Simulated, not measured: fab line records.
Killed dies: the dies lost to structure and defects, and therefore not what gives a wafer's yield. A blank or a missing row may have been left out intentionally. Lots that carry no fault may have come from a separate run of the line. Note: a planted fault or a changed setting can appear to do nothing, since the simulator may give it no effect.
Matching of chambers	flow gf180mcu	4 sister chambers for GF_STI_CMP_25 on cmp-01
The step polishes, stops on Si3N4, t overpolish 33 s, target thk 524.6 nm. 4 wafers are shown with their chamber, then 7 later ones without.

## EACH WAFER AND ITS CHAMBER
wafer	chamber	motor-current-A (A)
L442.1	1	15.0
L442.5	3	14.0
L454.2	0	11.8
L454.3	2	10.5

## WAFERS WITHOUT THEIR CHAMBER
wafer	motor-current-A (A)
L454.6	14.8
L455.3	12.3
L455.5	14.1
L455.6	10.7
L456.1	14.1
L456.4	12.4
L456.6	10.0

## WHICH CHAMBER EACH WENT THROUGH
wafer	from the rows above	in truth
L454.6	can't be placed: 1 or 3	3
L455.3	0	0
L455.5	3	3
L455.6	2	2
L456.1	3	3
L456.4	0	0
L456.6	2	2
Correctly placed: 6 of 7. From these rows, 1 cannot be placed; in 1 the true chamber is one of the candidates. Wrongly placed: 0.
How it was worked out, from the rows above alone: a wafer's distance from a chamber is the root of the sum, over the readings, of the square of ((its reading less the chamber's mean) divided by the reading's scatter). If the next closest chamber is less than 2 further off than the closest, the wafer can't be placed; otherwise it belongs to the closest. Each chamber's mean is taken over the wafers shown for it. The scatter: root of mean squared gap, hidden wafer to nearest shown wafer, with one shown wafer a chamber.
